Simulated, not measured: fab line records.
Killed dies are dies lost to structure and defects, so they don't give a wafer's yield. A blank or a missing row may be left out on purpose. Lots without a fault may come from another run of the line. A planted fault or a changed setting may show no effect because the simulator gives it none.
What tool caused it?    flow gf180mcu    42 wafers from 14 lots sampled at 3 of the route's 602 steps

WHAT THE GAUGES SHOWED, per wafer
GF_LVPWELL_TW_MEAS_11.
lot   measured     on             LVPWELL_TW
L886  day 3 20:29  film metro-04  565 562 559
L888  day 4 07:20  film metro-01  555 552 554
L889  day 4 13:31  film metro-01  554 556 557
L890  day 4 21:46  film metro-01  553 556 556
L892  day 5 05:08  film metro-01  557 554 560
L893  day 5 14:19  film metro-02  525 523 521
L894  day 5 23:20  film metro-02  523 523 522
L895  day 6 11:25  film metro-01  558 560 558
L904  day 8 03:55  film metro-04  559 562 561
L903  day 8 03:58  film metro-01  554 556 554
L905  day 8 16:28  film metro-02  564 560 564
L906  day 8 16:36  film metro-01  555 556 555
L907  day 8 19:56  film metro-02  557 563 560
L908  day 9 02:08  film metro-02  557 556 561

GF_VT_IMPLANT_RS_MEAS_48: measurement is done with a four-point probe.
lot   measured      on             LVPWELL_RS (ohm/sq)
L886  day 7 10:28   film metro-02  1199 1198 1202
L888  day 7 22:20   film metro-04  1191 1197 1196
L889  day 8 06:44   film metro-01  1193 1191 1190
L890  day 8 15:35   film metro-01  1194 1193 1195
L892  day 9 03:24   film metro-02  1194 1197 1196
L893  day 9 11:55   film metro-02  1532 1537 1536
L894  day 10 01:38  film metro-04  1541 1546 1538
L895  day 10 14:57  film metro-04  1197 1197 1198
L904  day 12 14:59  film metro-02  1197 1199 1196
L903  day 12 16:16  film metro-04  1196 1198 1201
L905  day 13 08:07  film metro-01  1196 1197 1196
L906  day 13 08:40  film metro-02  1198 1201 1197
L907  day 13 10:09  film metro-01  1198 1194 1197
L908  day 13 18:19  film metro-04  1200 1204 1198

EACH LOT AND THE TOOL THAT RAN IT (in order: tool; ch and the chambers of the sampled wafers; start)
lot   GF_LVPWELL_IMPLANT_09
L886  implanter-03 ch 0, day 3 20:14
L888  implanter-03 ch 0, day 4 07:07
L889  implanter-03 ch 0, day 4 13:17
L890  implanter-04 ch 0, day 4 21:31
L892  implanter-04 ch 0, day 5 04:55
L893  implanter-04, day 5 14:04
L894  implanter-02, day 5 23:07
L895  implanter-04 ch 0, day 6 11:10
L904  implanter-02 ch 0, day 8 03:41
L903  implanter-04 ch 0, day 8 03:44
L905  implanter-03 ch 0, day 8 16:13
L906  implanter-04 ch 0, day 8 16:22
L907  implanter-02 ch 0, day 8 19:43
L908  implanter-03 ch 0, day 9 01:56
- GF_LVPWELL_IMPLANT_09

WHAT THE TOOLS THEMSELVES READ (means of the sampled wafers that have a number; where no wafer has one, the mark that the record gives instead)
GF_LVPWELL_IMPLANT_09.
lot   tool          beam energy keV  beam on s (s)
L886  implanter-03  59.992           10.08
L888  implanter-03  60.019           9.96
L889  implanter-03  59.999           9.94
L890  implanter-04  60.034           10.13
L892  implanter-04  60.015           10.06
L893  implanter-04  -                -
L894  implanter-02  -                -
L895  implanter-04  60.035           10.08
L904  implanter-02  59.999           10.00
L903  implanter-04  59.992           9.95
L905  implanter-03  60.000           9.91
L906  implanter-04  59.987           10.05
L907  implanter-02  60.018           9.92
L908  implanter-03  60.003           10.03

THE ANSWER, worked out from the rows above alone
Rule: the usual values come from the lots themselves. Put in order of their means at a reading, lots are off if they are a third of the lots or fewer, leave a main group of 4 or more, and stand apart from it by a gap of 3 or more times the standard deviation of the main group's means; of several such gaps the widest counts. A main group is skipped when, at the precision printed for the reading in the tables above, its means are all equal. Also off: a lot with no number at a reading for which 4 or more lots have one. Any other lot the step has rows for is counted as sound. The gauges are gone through in route order, then the tools' own readings, and for those a lot's mean is taken as printed above. The first step at which some lot is off is used, and at that step the reading that is off furthest; a lot without a number counts as furthest.
Off: L893, L894, at GF_LVPWELL_TW_MEAS_11 (LVPWELL_TW). Main group: mean 558, sd 2.9.
If a tool, at a process step before that reading, ran all the lots that are off and no sound lot after the first of them, it fits. Not tried: the gauges at GF_LVPWELL_TW_MEAS_11; whatever is off there is also off at GF_LVPWELL_IMPLANT_09, on other tools, and gauge error can't account for it. No candidate that was tried fits.

WHAT WAS PUT IN BY THE SIMULATOR
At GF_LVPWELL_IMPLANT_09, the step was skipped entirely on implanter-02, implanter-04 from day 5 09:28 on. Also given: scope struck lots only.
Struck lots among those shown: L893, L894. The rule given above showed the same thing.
